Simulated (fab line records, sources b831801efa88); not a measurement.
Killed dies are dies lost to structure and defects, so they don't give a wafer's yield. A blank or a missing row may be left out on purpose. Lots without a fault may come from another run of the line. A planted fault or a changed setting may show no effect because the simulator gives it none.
Chamber matching | flow gf180mcu | GF_V4_CMP_04 on cmp-02: 4 sister chambers
The step polishes SiO2. 4 wafers are shown with their chamber, then 12 later ones without.

WAFERS WITH THEIR CHAMBER
wafer  | chamber | motor_current_A (A)
L085.4 | 0       | 12.1
L088.1 | 1       | 11.3
L088.3 | 3       | 12.0
L088.4 | 2       | 11.7

WAFERS WITHOUT THEIR CHAMBER
wafer  | motor_current_A (A)
L091.1 | 11.5
L091.3 | 11.0
L091.5 | 11.9
L093.1 | 11.7
L093.2 | 12.6
L093.6 | 12.6
L094.1 | 11.6
L094.2 | 12.5
L094.4 | 12.0
L097.1 | 10.8
L097.2 | 11.7
L097.3 | 11.6

WHICH CHAMBER EACH WENT THROUGH
wafer  | from the rows above               | in truth
L091.1 | can't be placed: 1 or 2 or 3 or 0 | 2
L091.3 | can't be placed: 1 or 2           | 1
L091.5 | can't be placed: 3 or 0 or 2 or 1 | 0
L093.1 | can't be placed: 2 or 3 or 1 or 0 | 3
L093.2 | can't be placed: 0 or 3 or 2      | 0
L093.6 | can't be placed: 0 or 3 or 2      | 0
L094.1 | can't be placed: 2 or 1 or 3 or 0 | 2
L094.2 | can't be placed: 0 or 3 or 2      | 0
L094.4 | can't be placed: 3 or 0 or 2      | 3
L097.1 | can't be placed: 1 or 2           | 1
L097.2 | can't be placed: 2 or 3 or 1 or 0 | 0
L097.3 | can't be placed: 2 or 1 or 3 or 0 | 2
Placed correctly: 0 of 12. Can't be placed from these rows: 12 (the true chamber is among the candidates in 12). Placed wrongly: 0.
How it was worked out, from the rows above alone: a wafer's distance from a chamber is the root of the sum, over the readings, of the square of ((its reading less the chamber's mean) divided by the reading's scatter). The wafer belongs to the nearest chamber; if the next one is less than 2 further off, it can't be placed. A chamber's mean is the mean of its shown wafers. The scatter: with one shown wafer a chamber, the root of the mean of the squares of how far each hidden wafer lies from its nearest shown one.
